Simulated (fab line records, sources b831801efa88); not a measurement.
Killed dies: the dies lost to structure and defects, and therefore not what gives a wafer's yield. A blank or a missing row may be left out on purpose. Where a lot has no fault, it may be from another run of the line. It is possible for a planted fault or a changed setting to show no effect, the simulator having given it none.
The tool behind it: which one? / flow gf180mcu / 24 lots (72 wafers sampled), 1 step of a 602-step route

WHAT THE GAUGES READ, wafer by wafer
GF_M2_CD_MEAS_14 targets a cd of 280 nm. Usual: 280.0 nm for cd_nm, sd 1.2.
lot=L074; measured=day 19 02:29; on=cd_sem-02; cd_nm (nm)=278.1 279.5 280.1; flag=
lot=L075; measured=day 19 14:42; on=cd_sem-02; cd_nm (nm)=279.4 279.1 279.2; flag=
lot=L076; measured=day 19 22:27; on=cd_sem-01; cd_nm (nm)=279.2 279.7 279.7; flag=
lot=L077; measured=day 20 08:15; on=cd_sem-02; cd_nm (nm)=278.2 278.2 277.0; flag=
lot=L078; measured=day 21 05:29; on=cd_sem-02; cd_nm (nm)=280.2 279.1 280.9; flag=
lot=L079; measured=day 21 11:39; on=cd_sem-02; cd_nm (nm)=281.4 280.5 281.4; flag=
lot=L080; measured=day 22 00:21; on=cd_sem-01; cd_nm (nm)=281.2 279.5 280.1; flag=
lot=L081; measured=day 22 07:49; on=cd_sem-01; cd_nm (nm)=279.5 279.5 279.0; flag=
lot=L082; measured=day 22 10:22; on=cd_sem-01; cd_nm (nm)=279.1 278.5 277.8; flag=
lot=L083; measured=day 22 18:23; on=cd_sem-01; cd_nm (nm)=283.2 281.6 283.2; flag=
lot=L084; measured=day 23 00:43; on=cd_sem-02; cd_nm (nm)=281.1 279.8 279.5; flag=
lot=L085; measured=day 23 14:15; on=cd_sem-01; cd_nm (nm)=280.8 279.9 279.1; flag=
lot=L086; measured=day 23 20:01; on=cd_sem-02; cd_nm (nm)=281.7 282.1 279.9; flag=
lot=L087; measured=day 24 02:52; on=cd_sem-02; cd_nm (nm)=277.9 279.6 278.5; flag=
lot=L088; measured=day 24 15:00; on=cd_sem-02; cd_nm (nm)=278.9 278.9 279.6; flag=
lot=L089; measured=day 25 04:14; on=cd_sem-01; cd_nm (nm)=279.2 280.5 280.3; flag=
lot=L090; measured=day 25 04:48; on=cd_sem-02; cd_nm (nm)=279.3 280.8 280.8; flag=
lot=L091; measured=day 25 11:10; on=cd_sem-01; cd_nm (nm)=280.4 281.1 280.4; flag=
lot=L092; measured=day 25 17:06; on=cd_sem-01; cd_nm (nm)=279.5 279.7 279.8; flag=
lot=L093; measured=day 26 01:56; on=cd_sem-01; cd_nm (nm)=281.9 281.9 282.7; flag=
lot=L094; measured=day 26 06:15; on=cd_sem-02; cd_nm (nm)=278.9 280.8 278.9; flag=
lot=L095; measured=day 26 12:07; on=cd_sem-02; cd_nm (nm)=281.1 281.2 280.4; flag=
lot=L096; measured=day 26 17:20; on=cd_sem-02; cd_nm (nm)=280.5 279.9 279.2; flag=
lot=L097; measured=day 27 00:31; on=cd_sem-01; cd_nm (nm)=279.8 279.8 280.1; flag=

WHICH TOOL RAN EACH LOT (tool, then ch and the chambers of the sampled wafers, then the start)
The record shows no process step preceding these readings.

AS READ BY THE TOOLS THEMSELVES (means over the sampled wafers that have a number; for cases with no such wafer, the mark the record gives instead)
The record holds no such reading with a usual standard deviation.

THE ANSWER, worked out from the rows above alone
Rule: lot off if the mean of its wafers having a number is beyond 3 standard deviations from the usual mean. A lot without any number at a reading at which 4 lots or more have one is off too. Any other lot the step has rows for is counted as sound. Order of review: gauges by route order, followed by the tools' own readings, for which a lot's mean as printed above is used. At the first step where some lot is off, the reading lying furthest off is the one used; lots without a number count as furthest.
No lot is off on any of the readings shown, so nothing can be concluded from this.

WHAT THE SIMULATOR PUT IN
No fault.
